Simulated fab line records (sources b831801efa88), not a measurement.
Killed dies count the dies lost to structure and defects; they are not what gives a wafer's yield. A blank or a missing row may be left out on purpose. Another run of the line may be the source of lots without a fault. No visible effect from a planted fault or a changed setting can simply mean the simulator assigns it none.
Which tool was responsible? + flow sky130 + 11 lots, 33 wafers sampled, at 3 steps of a route of 708

WHAT EACH GAUGE READ, for each wafer
SKY_LDD_N_TW_MEAS_17.
| lot  | measured     | on            | LDD_N_TW       |
|------|--------------|---------------|----------------|
| L204 | day 18 07:32 | film-metro-01 | 2553 2546 2556 |
| L205 | day 18 07:51 | film-metro-01 | 2557 2550 2564 |
| L207 | day 19 13:11 | film-metro-01 | 2555 2558 2557 |
| L209 | day 20 05:04 | film-metro-01 | 2551 2570 2565 |
| L212 | day 21 04:20 | film-metro-01 | 2543 2552 2561 |
| L215 | day 22 00:13 | film-metro-04 | 2613 2608 2598 |
| L219 | day 23 19:56 | film-metro-03 | 2586 2600 2600 |
| L222 | day 24 15:26 | film-metro-03 | 2456 2448 2464 |
| L223 | day 24 22:04 | film-metro-03 | 2468 2457 2471 |
| L224 | day 25 08:22 | film-metro-04 | 2595 2607 2606 |
| L225 | day 25 18:22 | film-metro-04 | 2612 2622 2604 |

EACH LOT AND THE TOOL THAT RAN IT (in order: tool; ch and the chambers of the sampled wafers; start)
| lot  | SKY_LDD_N_IMPLANT_09            | SKY_LDD_N_STRIP_16                   |
|------|---------------------------------|--------------------------------------|
| L204 | implanter-01 ch 0, day 18 06:23 | plasma-asher-01 ch 0,1, day 18 07:26 |
| L205 | implanter-04 ch 0, day 18 06:43 | plasma-asher-01 ch 0,1, day 18 07:44 |
| L207 | implanter-03 ch 0, day 19 12:05 | plasma-asher-02 ch 0,1, day 19 13:06 |
| L209 | implanter-04 ch 0, day 20 03:56 | plasma-asher-04 ch 0,1, day 20 04:58 |
| L212 | implanter-04 ch 0, day 21 03:13 | plasma-asher-01 ch 0,1, day 21 04:15 |
| L215 | implanter-04 ch 0, day 21 23:05 | plasma-asher-04 ch 0,1, day 22 00:07 |
| L219 | implanter-04 ch 0, day 23 18:47 | plasma-asher-04 ch 1, day 23 19:50   |
| L222 | implanter-04 ch 0, day 24 14:19 | plasma-asher-01 ch 0,1, day 24 15:20 |
| L223 | implanter-04 ch 0, day 24 20:58 | plasma-asher-01 ch 0,1, day 24 21:58 |
| L224 | implanter-03 ch 0, day 25 07:13 | plasma-asher-01 ch 0,1, day 25 08:16 |
| L225 | implanter-03 ch 0, day 25 17:13 | plasma-asher-01 ch 0,1, day 25 18:16 |
- SKY_LDD_N_IMPLANT_09
- SKY_LDD_N_STRIP_16: strips in O2/N2.

THE ANSWER, worked out from the rows above alone
Rule: usual is defined by the lots themselves. The widest of any qualifying gaps counts: lots, ordered by their means at a reading, are off when they make up no more than a third of the lots, leave a main group of 4 or more, and stand apart from it by 3 or more times the standard deviation of that group's means. A main group whose means are all the same, to the digits that the tables above print for the reading, isn't used. Also off: a lot with no number at a reading for which 4 or more lots have one. The other lots that the step has rows for count as sound.
Off: L222, L223, seen at SKY_LDD_N_TW_MEAS_17 (LDD_N_TW). The main group has a mean of 2577 with a standard deviation of 25.
If a tool, at a process step before that reading, ran all the lots that are off and no sound lot after the first of them, it fits. The gauges at SKY_LDD_N_TW_MEAS_17 are tried like those tools. Undecided on this evidence; 2 tools fit (implanter-04 at SKY_LDD_N_IMPLANT_09, film-metro-03 at SKY_LDD_N_TW_MEAS_17).

WHAT HAD BEEN PUT IN BY THE SIMULATOR
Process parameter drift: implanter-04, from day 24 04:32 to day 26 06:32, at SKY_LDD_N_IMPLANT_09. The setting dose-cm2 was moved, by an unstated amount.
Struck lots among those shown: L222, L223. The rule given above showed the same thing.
